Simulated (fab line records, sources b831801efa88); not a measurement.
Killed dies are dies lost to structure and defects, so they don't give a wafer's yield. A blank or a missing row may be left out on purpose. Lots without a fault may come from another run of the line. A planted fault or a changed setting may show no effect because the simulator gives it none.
Which tool did it? | flow sfq_line | 7 lots, 20 wafers sampled, at 2 steps of a route of 325

WHAT THE GAUGES READ, wafer by wafer
SFQ_M1_RS_MEAS_909: measures by four-point-probe.
lot  | measured     | on            | M1_NB_RS (ohm/sq)
L620 | day 17 00:46 | film_metro-04 | 0.885 0.884 0.889
L622 | day 17 15:18 | film_metro-03 | 0.905 0.897 0.896
L626 | day 20 03:19 | film_metro-01 | 0.873 1.001
L630 | day 21 00:21 | film_metro-04 | 0.886 1.022 0.898
L635 | day 21 06:13 | film_metro-03 | 0.891 0.894 0.896
L638 | day 21 09:56 | film_metro-03 | 0.884 0.884 0.879
L641 | day 21 13:21 | film_metro-01 | 0.894 0.905 0.905

WHICH TOOL RAN EACH LOT (tool, then ch and the chambers of the sampled wafers, then the start)
lot  | SFQ_TRILAYER_M1_DEP_SPUTTER_037
L620 | pvd_sputter-05, day 17 00:39
L622 | pvd_sputter-03, day 17 15:10
L626 | pvd_sputter-05, day 20 03:13
L630 | pvd_sputter-05, day 21 00:14
L635 | pvd_sputter-04, day 21 06:05
L638 | pvd_sputter-04, day 21 09:50
L641 | pvd_sputter-04, day 21 13:16
- SFQ_TRILAYER_M1_DEP_SPUTTER_037: material Nb, target thk 200 nm, time 133.3 s.

THE ANSWER, worked out from the rows above alone
Rule: what is usual is taken from the lots themselves. Put in order of their means at a reading, lots are off if they are a third of the lots or fewer, leave a main group of 4 or more, and stand apart from it by a gap of 3 or more times the standard deviation of the main group's means; of several such gaps the widest counts. A main group whose means are all the same, to the digits that the tables above print for the reading, isn't used. A lot without any number at a reading at which 4 lots or more have one is off too. The other lots that the step has rows for count as sound.
Off: L626, L630, at SFQ_M1_RS_MEAS_909 (M1_NB_RS). The main group: mean 0.893 ohm/sq, standard deviation 0.0074.
A tool fits if, at a process step before that reading, it ran every lot that is off, and no sound lot after the first of them. The gauges at SFQ_M1_RS_MEAS_909 are tried like those tools. One fits: pvd_sputter-05 at SFQ_TRILAYER_M1_DEP_SPUTTER_037. Its last sound lot is L620 (day 17 00:39), its first lot that is off L626 (day 20 03:13): a fault that began between those two fits.

WHAT THE SIMULATOR HAD PUT IN
Process parameter drift: pvd_sputter-05, from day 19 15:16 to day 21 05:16, at SFQ_TRILAYER_M1_DEP_SPUTTER_037. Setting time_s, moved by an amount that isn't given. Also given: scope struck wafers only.
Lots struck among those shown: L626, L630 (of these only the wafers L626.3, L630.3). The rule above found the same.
